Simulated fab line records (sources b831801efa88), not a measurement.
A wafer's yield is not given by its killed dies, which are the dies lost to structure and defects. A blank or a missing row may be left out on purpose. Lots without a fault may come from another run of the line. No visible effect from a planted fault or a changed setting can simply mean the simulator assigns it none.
The tool behind it: which one? / flow gf180mcu / 72 wafers from 24 lots sampled at 5 of the route's 602 steps

WHAT EACH GAUGE READ, for each wafer
GF_V4_THK_MEAS_03. Usual: for V4_CVD_02_THK the level is 850 nm and the standard deviation is 11.
lot=L074; measured=day 23 10:21; on=film-metro-04; V4_CVD_02_THK (nm)=857 846 852; flag=
lot=L075; measured=day 23 17:08; on=film-metro-04; V4_CVD_02_THK (nm)=860 861 857; flag=
lot=L076; measured=day 24 04:50; on=film-metro-02; V4_CVD_02_THK (nm)=835 834 839; flag=
lot=L077; measured=day 24 16:02; on=film-metro-04; V4_CVD_02_THK (nm)=855 866 850; flag=
lot=L078; measured=day 24 22:59; on=film-metro-02; V4_CVD_02_THK (nm)=850 845 859; flag=
lot=L079; measured=day 25 08:05; on=film-metro-01; V4_CVD_02_THK (nm)=849 849 855; flag=
lot=L080; measured=day 25 16:35; on=film-metro-02; V4_CVD_02_THK (nm)=849 855 843; flag=
lot=L081; measured=day 25 20:16; on=film-metro-02; V4_CVD_02_THK (nm)=854 845 857; flag=
lot=L082; measured=day 26 08:51; on=film-metro-02; V4_CVD_02_THK (nm)=842 858 860; flag=
lot=L083; measured=day 26 10:27; on=film-metro-02; V4_CVD_02_THK (nm)=826 841 849; flag=
lot=L084; measured=day 26 22:07; on=film-metro-04; V4_CVD_02_THK (nm)=857 869 857; flag=
lot=L085; measured=day 27 01:05; on=film-metro-04; V4_CVD_02_THK (nm)=850 870 843; flag=
lot=L086; measured=day 27 19:35; on=film-metro-04; V4_CVD_02_THK (nm)=858 860 868; flag=
lot=L087; measured=day 27 21:13; on=film-metro-02; V4_CVD_02_THK (nm)=842 845 869; flag=
lot=L088; measured=day 28 01:51; on=film-metro-04; V4_CVD_02_THK (nm)=835 846 857; flag=
lot=L089; measured=day 28 15:32; on=film-metro-02; V4_CVD_02_THK (nm)=843 856 856; flag=
lot=L090; measured=day 28 18:50; on=film-metro-01; V4_CVD_02_THK (nm)=848 863 851; flag=
lot=L091; measured=day 29 00:34; on=film-metro-02; V4_CVD_02_THK (nm)=837 845 848; flag=
lot=L092; measured=day 29 09:17; on=film-metro-04; V4_CVD_02_THK (nm)=823 838 851; flag=
lot=L093; measured=day 29 19:23; on=film-metro-04; V4_CVD_02_THK (nm)=841 853 838; flag=
lot=L094; measured=day 29 22:10; on=film-metro-04; V4_CVD_02_THK (nm)=828 842 849; flag=
lot=L096; measured=day 30 10:12; on=film-metro-04; V4_CVD_02_THK (nm)=829 824 852; flag=
lot=L095; measured=day 30 11:46; on=film-metro-01; V4_CVD_02_THK (nm)=853 872 860; flag=
lot=L097; measured=day 30 12:43; on=film-metro-01; V4_CVD_02_THK (nm)=853 843 861; flag=

TOOL THAT RAN EACH LOT (tool first, then ch and the chambers of the sampled wafers, then the start)
lot=L074; GF_V1_CVD_23=cvd-w-01 ch 0, day 18 03:55; GF_V2_ETCH_17=rie-diel-03 ch 2,3, day 22 10:23 or earlier; GF_V3_CMP_26=cmp-01 ch 0,1,3, day 22 10:23; GF_M4_SPUTTER_02=pvd-sputter-03, day 22 10:46
lot=L075; GF_V1_CVD_23=cvd-w-01 ch 0,1, day 18 10:44; GF_V2_ETCH_17=rie-diel-02 ch 0,1,3, day 22 16:50 or earlier; GF_V3_CMP_26=cmp-02 ch 0,2,3, day 22 16:50; GF_M4_SPUTTER_02=pvd-sputter-01, day 22 17:16
lot=L076; GF_V1_CVD_23=cvd-w-02 ch 0,1, day 18 22:47; GF_V2_ETCH_17=rie-diel-04 ch 0,1,2, day 23 05:25 or earlier; GF_V3_CMP_26=cmp-02 ch 0,2,3, day 23 05:25; GF_M4_SPUTTER_02=pvd-sputter-03, day 23 05:47
lot=L077; GF_V1_CVD_23=cvd-w-01 ch 0,1, day 19 09:36; GF_V2_ETCH_17=rie-diel-04 ch 0,1,2, day 23 16:26 or earlier; GF_V3_CMP_26=cmp-01 ch 2,3, day 23 16:26; GF_M4_SPUTTER_02=pvd-sputter-01, day 23 16:52
lot=L078; GF_V1_CVD_23=cvd-w-02 ch 0,1, day 19 17:32; GF_V2_ETCH_17=rie-diel-04 ch 0,1,2, day 23 23:25 or earlier; GF_V3_CMP_26=cmp-01 ch 0,3, day 23 23:25; GF_M4_SPUTTER_02=pvd-sputter-03, day 23 23:50
lot=L079; GF_V1_CVD_23=cvd-w-02 ch 0,1, day 20 05:00; GF_V2_ETCH_17=rie-diel-04 ch 0,2,3, day 24 08:44 or earlier; GF_V3_CMP_26=cmp-01 ch 0,1, day 24 08:44; GF_M4_SPUTTER_02=pvd-sputter-04, day 24 09:10
lot=L080; GF_V1_CVD_23=cvd-w-02 ch 1, day 20 15:12; GF_V2_ETCH_17=rie-diel-04 ch 2,3, day 24 17:10 or earlier; GF_V3_CMP_26=cmp-01 ch 0,2,3, day 24 17:10; GF_M4_SPUTTER_02=pvd-sputter-03, day 24 17:30
lot=L081; GF_V1_CVD_23=cvd-w-01 ch 0,1, day 20 19:37; GF_V2_ETCH_17=rie-diel-04 ch 0,1,3, day 24 21:10 or earlier; GF_V3_CMP_26=cmp-02 ch 0,1,2, day 24 21:10; GF_M4_SPUTTER_02=pvd-sputter-04, day 24 21:32
lot=L082; GF_V1_CVD_23=cvd-w-02 ch 1, day 21 08:38; GF_V2_ETCH_17=rie-diel-02 ch 0,2, day 25 09:58 or earlier; GF_V3_CMP_26=cmp-01 ch 0,2,3, day 25 09:58; GF_M4_SPUTTER_02=pvd-sputter-04, day 25 10:21
lot=L083; GF_V1_CVD_23=cvd-w-02 ch 0,1, day 21 11:34; GF_V2_ETCH_17=rie-diel-04 ch 0,1,3, day 25 11:20 or earlier; GF_V3_CMP_26=cmp-01 ch 0,2,3, day 25 11:20; GF_M4_SPUTTER_02=pvd-sputter-01, day 25 11:43
lot=L084; GF_V1_CVD_23=cvd-w-02 ch 0,1, day 22 00:50; GF_V2_ETCH_17=rie-diel-02 ch 0,1,3, day 26 00:30 or earlier; GF_V3_CMP_26=cmp-01 ch 0,1,2, day 26 00:30; GF_M4_SPUTTER_02=pvd-sputter-01, day 26 00:50
lot=L085; GF_V1_CVD_23=cvd-w-02 ch 0,1, day 22 04:09; GF_V2_ETCH_17=rie-diel-03 ch 2,3, day 26 02:44 or earlier; GF_V3_CMP_26=cmp-01 ch 0,1,3, day 26 02:44; GF_M4_SPUTTER_02=pvd-sputter-04, day 26 03:10
lot=L086; GF_V1_CVD_23=cvd-w-02 ch 0,1, day 23 01:43; GF_V2_ETCH_17=rie-diel-03 ch 0,1, day 26 21:56 or earlier; GF_V3_CMP_26=cmp-01 ch 0,3, day 26 21:56; GF_M4_SPUTTER_02=pvd-sputter-01, day 26 22:22
lot=L087; GF_V1_CVD_23=cvd-w-01 ch 0,1, day 23 03:37; GF_V2_ETCH_17=rie-diel-04 ch 0,1,2, day 26 23:34 or earlier; GF_V3_CMP_26=cmp-01 ch 0,1,2, day 26 23:34; GF_M4_SPUTTER_02=pvd-sputter-04, day 26 23:59
lot=L088; GF_V1_CVD_23=cvd-w-02 ch 0,1, day 23 08:56; GF_V2_ETCH_17=rie-diel-04 ch 0,1,3, day 27 04:26 or earlier; GF_V3_CMP_26=cmp-02 ch 0,2,3, day 27 04:26; GF_M4_SPUTTER_02=pvd-sputter-03, day 27 04:46
lot=L089; GF_V1_CVD_23=cvd-w-01 ch 0,1, day 24 00:29; GF_V2_ETCH_17=rie-diel-04 ch 2,3, day 27 18:34 or earlier; GF_V3_CMP_26=cmp-02 ch 1,3, day 27 18:34; GF_M4_SPUTTER_02=pvd-sputter-01, day 27 18:56
lot=L090; GF_V1_CVD_23=cvd-w-01 ch 0,1, day 24 03:07; GF_V2_ETCH_17=rie-diel-03 ch 0,2, day 27 21:08 or earlier; GF_V3_CMP_26=cmp-02 ch 0,1, day 27 21:08; GF_M4_SPUTTER_02=pvd-sputter-04, day 27 21:34
lot=L091; GF_V1_CVD_23=cvd-w-02 ch 0,1, day 24 09:19; GF_V2_ETCH_17=rie-diel-04 ch 0,1,3, day 28 03:44 or earlier; GF_V3_CMP_26=cmp-02 ch 1,2,3, day 28 03:44; GF_M4_SPUTTER_02=pvd-sputter-04, day 28 04:04
lot=L092; GF_V1_CVD_23=cvd-w-01 ch 0,1, day 24 19:38; GF_V2_ETCH_17=rie-diel-03 ch 1,2, day 28 12:56 or earlier; GF_V3_CMP_26=cmp-02 ch 0,2, day 28 12:56; GF_M4_SPUTTER_02=pvd-sputter-04, day 28 13:19
lot=L093; GF_V1_CVD_23=cvd-w-01 ch 0, day 25 07:41; GF_V2_ETCH_17=rie-diel-03 ch 1,3, day 28 22:37 or earlier; GF_V3_CMP_26=cmp-01 ch 0,2, day 28 22:37; GF_M4_SPUTTER_02=pvd-sputter-01, day 28 23:02
lot=L094; GF_V1_CVD_23=cvd-w-01 ch 0,1, day 25 09:50; GF_V2_ETCH_17=rie-diel-04 ch 0,1,3, day 29 00:56 or earlier; GF_V3_CMP_26=cmp-01 ch 0,1,2, day 29 00:56; GF_M4_SPUTTER_02=pvd-sputter-04, day 29 01:22
lot=L096; GF_V1_CVD_23=cvd-w-01 ch 0,1, day 26 01:05; GF_V2_ETCH_17=rie-diel-04 ch 0,2,3, day 29 14:32 or earlier; GF_V3_CMP_26=cmp-01 ch 1,2,3, day 29 14:32; GF_M4_SPUTTER_02=pvd-sputter-04, day 29 14:52
lot=L095; GF_V1_CVD_23=cvd-w-01 ch 0,1, day 26 02:34; GF_V2_ETCH_17=rie-diel-02 ch 1,2,3, day 29 16:12 or earlier; GF_V3_CMP_26=cmp-02 ch 2,3, day 29 16:12; GF_M4_SPUTTER_02=pvd-sputter-01, day 29 16:38
lot=L097; GF_V1_CVD_23=cvd-w-02 ch 0,1, day 26 02:47; GF_V2_ETCH_17=rie-diel-03 ch 1,2, day 29 17:12 or earlier; GF_V3_CMP_26=cmp-02 ch 0,2, day 29 17:12; GF_M4_SPUTTER_02=pvd-sputter-01, day 29 17:38
- GF_V1_CVD_23: deposits W, target thk 350 nm, time 105.05 s.
- GF_V2_ETCH_17: etches SiO2 in C4F8/O2/Ar, stops on TiN, target depth 630 nm.
- GF_V3_CMP_26: polishes, stops on SiO2, t overpolish 15 s, target thk 0 nm.
- GF_M4_SPUTTER_02: material AlCu, target thk 450 nm, time 23.9 s.

AS READ BY THE TOOLS THEMSELVES (means over the sampled wafers that have a number; for cases with no such wafer, the mark the record gives instead)
GF_V1_CVD_23. Usual: heater-power-w at 814 W, with a standard deviation of 130.
lot=L074; tool=cvd-w-01; heater-power-w (W)=782; flag=
lot=L075; tool=cvd-w-01; heater-power-w (W)=776; flag=
lot=L076; tool=cvd-w-02; heater-power-w (W)=789; flag=
lot=L077; tool=cvd-w-01; heater-power-w (W)=784; flag=
lot=L078; tool=cvd-w-02; heater-power-w (W)=900; flag=
lot=L079; tool=cvd-w-02; heater-power-w (W)=787; flag=
lot=L080; tool=cvd-w-02; heater-power-w (W)=1016; flag=
lot=L081; tool=cvd-w-01; heater-power-w (W)=782; flag=
lot=L082; tool=cvd-w-02; heater-power-w (W)=1016; flag=
lot=L083; tool=cvd-w-02; heater-power-w (W)=879; flag=
lot=L084; tool=cvd-w-02; heater-power-w (W)=776; flag=
lot=L085; tool=cvd-w-02; heater-power-w (W)=884; flag=
lot=L086; tool=cvd-w-02; heater-power-w (W)=904; flag=
lot=L087; tool=cvd-w-01; heater-power-w (W)=789; flag=
lot=L088; tool=cvd-w-02; heater-power-w (W)=889; flag=
lot=L089; tool=cvd-w-01; heater-power-w (W)=789; flag=
lot=L090; tool=cvd-w-01; heater-power-w (W)=789; flag=
lot=L091; tool=cvd-w-02; heater-power-w (W)=888; flag=
lot=L092; tool=cvd-w-01; heater-power-w (W)=785; flag=
lot=L093; tool=cvd-w-01; heater-power-w (W)=799; flag=
lot=L094; tool=cvd-w-01; heater-power-w (W)=796; flag=
lot=L096; tool=cvd-w-01; heater-power-w (W)=794; flag=
lot=L095; tool=cvd-w-01; heater-power-w (W)=770; flag=
lot=L097; tool=cvd-w-02; heater-power-w (W)=909; flag=

GF_V2_ETCH_17. Usual: oes-product-au at 0.856 a.u., with a standard deviation of 0.0048.
lot=L074; tool=rie-diel-03; oes-product-au (a.u.)=0.856; flag=
lot=L075; tool=rie-diel-02; oes-product-au (a.u.)=0.858; flag=
lot=L076; tool=rie-diel-04; oes-product-au (a.u.)=0.856; flag=
lot=L077; tool=rie-diel-04; oes-product-au (a.u.)=0.855; flag=
lot=L078; tool=rie-diel-04; oes-product-au (a.u.)=0.855; flag=
lot=L079; tool=rie-diel-04; oes-product-au (a.u.)=0.858; flag=
lot=L080; tool=rie-diel-04; oes-product-au (a.u.)=0.861; flag=
lot=L081; tool=rie-diel-04; oes-product-au (a.u.)=0.858; flag=
lot=L082; tool=rie-diel-02; oes-product-au (a.u.)=0.858; flag=
lot=L083; tool=rie-diel-04; oes-product-au (a.u.)=0.858; flag=
lot=L084; tool=rie-diel-02; oes-product-au (a.u.)=0.857; flag=
lot=L085; tool=rie-diel-03; oes-product-au (a.u.)=0.855; flag=
lot=L086; tool=rie-diel-03; oes-product-au (a.u.)=0.853; flag=
lot=L087; tool=rie-diel-04; oes-product-au (a.u.)=0.858; flag=
lot=L088; tool=rie-diel-04; oes-product-au (a.u.)=0.850; flag=
lot=L089; tool=rie-diel-04; oes-product-au (a.u.)=0.853; flag=
lot=L090; tool=rie-diel-03; oes-product-au (a.u.)=0.855; flag=
lot=L091; tool=rie-diel-04; oes-product-au (a.u.)=0.856; flag=
lot=L092; tool=rie-diel-03; oes-product-au (a.u.)=0.855; flag=
lot=L093; tool=rie-diel-03; oes-product-au (a.u.)=0.854; flag=
lot=L094; tool=rie-diel-04; oes-product-au (a.u.)=0.860; flag=
lot=L096; tool=rie-diel-04; oes-product-au (a.u.)=0.857; flag=
lot=L095; tool=rie-diel-02; oes-product-au (a.u.)=0.854; flag=
lot=L097; tool=rie-diel-03; oes-product-au (a.u.)=0.858; flag=

GF_V3_CMP_26. Usual: motor-current-A 10.9 A, standard deviation 0.89; overpolish-run-s 15.001 s, standard deviation 0.009; slurry-flow-ml-min 150.0, standard deviation 0.48; time-to-endpoint-s 84 s, standard deviation 4.
lot=L074; tool=cmp-01; motor-current-A (A)=10.7; overpolish-run-s (s)=14.998; slurry-flow-ml-min=150.1; time-to-endpoint-s (s)=86; flag=
lot=L075; tool=cmp-02; motor-current-A (A)=10.4; overpolish-run-s (s)=15.011; slurry-flow-ml-min=149.9; time-to-endpoint-s (s)=87; flag=
lot=L076; tool=cmp-02; motor-current-A (A)=10.3; overpolish-run-s (s)=14.996; slurry-flow-ml-min=150.0; time-to-endpoint-s (s)=84; flag=
lot=L077; tool=cmp-01; motor-current-A (A)=12.4; overpolish-run-s (s)=15.012; slurry-flow-ml-min=149.7; time-to-endpoint-s (s)=87; flag=
lot=L078; tool=cmp-01; motor-current-A (A)=11.1; overpolish-run-s (s)=15.013; slurry-flow-ml-min=149.9; time-to-endpoint-s (s)=88; flag=
lot=L079; tool=cmp-01; motor-current-A (A)=10.4; overpolish-run-s (s)=14.998; slurry-flow-ml-min=150.4; time-to-endpoint-s (s)=83; flag=
lot=L080; tool=cmp-01; motor-current-A (A)=11.7; overpolish-run-s (s)=14.998; slurry-flow-ml-min=150.6; time-to-endpoint-s (s)=86; flag=
lot=L081; tool=cmp-02; motor-current-A (A)=10.4; overpolish-run-s (s)=15.004; slurry-flow-ml-min=149.8; time-to-endpoint-s (s)=85; flag=
lot=L082; tool=cmp-01; motor-current-A (A)=11.6; overpolish-run-s (s)=14.990; slurry-flow-ml-min=150.3; time-to-endpoint-s (s)=84; flag=
lot=L083; tool=cmp-01; motor-current-A (A)=11.6; overpolish-run-s (s)=14.998; slurry-flow-ml-min=150.5; time-to-endpoint-s (s)=83; flag=
lot=L084; tool=cmp-01; motor-current-A (A)=10.8; overpolish-run-s (s)=14.998; slurry-flow-ml-min=150.2; time-to-endpoint-s (s)=86; flag=
lot=L085; tool=cmp-01; motor-current-A (A)=10.4; overpolish-run-s (s)=15.004; slurry-flow-ml-min=150.3; time-to-endpoint-s (s)=78; flag=
lot=L086; tool=cmp-01; motor-current-A (A)=11.9; overpolish-run-s (s)=15.003; slurry-flow-ml-min=149.6; time-to-endpoint-s (s)=81; flag=
lot=L087; tool=cmp-01; motor-current-A (A)=11.1; overpolish-run-s (s)=14.995; slurry-flow-ml-min=149.7; time-to-endpoint-s (s)=84; flag=
lot=L088; tool=cmp-02; motor-current-A (A)=10.1; overpolish-run-s (s)=15.009; slurry-flow-ml-min=149.9; time-to-endpoint-s (s)=76; flag=
lot=L089; tool=cmp-02; motor-current-A (A)=10.9; overpolish-run-s (s)=14.995; slurry-flow-ml-min=150.0; time-to-endpoint-s (s)=82; flag=
lot=L090; tool=cmp-02; motor-current-A (A)=10.3; overpolish-run-s (s)=15.001; slurry-flow-ml-min=149.9; time-to-endpoint-s (s)=81; flag=
lot=L091; tool=cmp-02; motor-current-A (A)=10.8; overpolish-run-s (s)=15.003; slurry-flow-ml-min=150.4; time-to-endpoint-s (s)=80; flag=
lot=L092; tool=cmp-02; motor-current-A (A)=10.0; overpolish-run-s (s)=15.011; slurry-flow-ml-min=150.2; time-to-endpoint-s (s)=79; flag=
lot=L093; tool=cmp-01; motor-current-A (A)=11.3; overpolish-run-s (s)=15.003; slurry-flow-ml-min=149.8; time-to-endpoint-s (s)=89; flag=
lot=L094; tool=cmp-01; motor-current-A (A)=11.1; overpolish-run-s (s)=15.010; slurry-flow-ml-min=149.4; time-to-endpoint-s (s)=85; flag=
lot=L096; tool=cmp-01; motor-current-A (A)=11.3; overpolish-run-s (s)=14.995; slurry-flow-ml-min=149.6; time-to-endpoint-s (s)=85; flag=
lot=L095; tool=cmp-02; motor-current-A (A)=10.8; overpolish-run-s (s)=14.998; slurry-flow-ml-min=149.8; time-to-endpoint-s (s)=85; flag=
lot=L097; tool=cmp-02; motor-current-A (A)=10.7; overpolish-run-s (s)=14.998; slurry-flow-ml-min=149.7; time-to-endpoint-s (s)=85; flag=

GF_M4_SPUTTER_02. Usual: chamber-pressure-pa 0.4000 Pa, standard deviation 0.00078; throttle-valve-pct 29.5 %, standard deviation 1.1.
lot=L074; tool=pvd-sputter-03; chamber-pressure-pa (Pa)=0.3995; throttle-valve-pct (%)=29.0; flag=
lot=L075; tool=pvd-sputter-01; chamber-pressure-pa (Pa)=0.4000; throttle-valve-pct (%)=30.3; flag=
lot=L076; tool=pvd-sputter-03; chamber-pressure-pa (Pa)=0.3990; throttle-valve-pct (%)=29.2; flag=
lot=L077; tool=pvd-sputter-01; chamber-pressure-pa (Pa)=0.3997; throttle-valve-pct (%)=29.2; flag=
lot=L078; tool=pvd-sputter-03; chamber-pressure-pa (Pa)=0.4002; throttle-valve-pct (%)=29.1; flag=
lot=L079; tool=pvd-sputter-04; chamber-pressure-pa (Pa)=0.3996; throttle-valve-pct (%)=29.9; flag=
lot=L080; tool=pvd-sputter-03; chamber-pressure-pa (Pa)=0.3996; throttle-valve-pct (%)=29.4; flag=
lot=L081; tool=pvd-sputter-04; chamber-pressure-pa (Pa)=0.3997; throttle-valve-pct (%)=29.6; flag=
lot=L082; tool=pvd-sputter-04; chamber-pressure-pa (Pa)=0.4002; throttle-valve-pct (%)=29.3; flag=
lot=L083; tool=pvd-sputter-01; chamber-pressure-pa (Pa)=0.3997; throttle-valve-pct (%)=30.7; flag=
lot=L084; tool=pvd-sputter-01; chamber-pressure-pa (Pa)=0.3997; throttle-valve-pct (%)=29.5; flag=
lot=L085; tool=pvd-sputter-04; chamber-pressure-pa (Pa)=0.4005; throttle-valve-pct (%)=29.5; flag=
lot=L086; tool=pvd-sputter-01; chamber-pressure-pa (Pa)=0.4002; throttle-valve-pct (%)=30.0; flag=
lot=L087; tool=pvd-sputter-04; chamber-pressure-pa (Pa)=0.3992; throttle-valve-pct (%)=28.8; flag=
lot=L088; tool=pvd-sputter-03; chamber-pressure-pa (Pa)=0.4006; throttle-valve-pct (%)=29.7; flag=
lot=L089; tool=pvd-sputter-01; chamber-pressure-pa (Pa)=0.4000; throttle-valve-pct (%)=29.9; flag=
lot=L090; tool=pvd-sputter-04; chamber-pressure-pa (Pa)=0.4003; throttle-valve-pct (%)=30.6; flag=
lot=L091; tool=pvd-sputter-04; chamber-pressure-pa (Pa)=0.3999; throttle-valve-pct (%)=28.9; flag=
lot=L092; tool=pvd-sputter-04; chamber-pressure-pa (Pa)=0.4005; throttle-valve-pct (%)=30.4; flag=
lot=L093; tool=pvd-sputter-01; chamber-pressure-pa (Pa)=0.4000; throttle-valve-pct (%)=29.5; flag=
lot=L094; tool=pvd-sputter-04; chamber-pressure-pa (Pa)=0.3991; throttle-valve-pct (%)=29.5; flag=
lot=L096; tool=pvd-sputter-04; chamber-pressure-pa (Pa)=0.3999; throttle-valve-pct (%)=29.9; flag=
lot=L095; tool=pvd-sputter-01; chamber-pressure-pa (Pa)=0.4004; throttle-valve-pct (%)=29.3; flag=
lot=L097; tool=pvd-sputter-01; chamber-pressure-pa (Pa)=0.4002; throttle-valve-pct (%)=30.9; flag=

THE ANSWER, worked out from the rows above alone
Rule: a lot counts as off when the mean over its wafers that have a number is more than 3 standard deviations away from the usual mean. A lot without any number at a reading at which 4 lots or more have one is off too. The other lots that the step has rows for count as sound. After the gauges, taken in route order, come the tools' own readings; for these a lot's mean is taken, as printed above. At the first step where some lot is off, the reading lying furthest off is the one used; lots without a number count as furthest.
No lot is off on any of the readings shown, so nothing can be concluded from this.

WHAT THE SIMULATOR PUT IN
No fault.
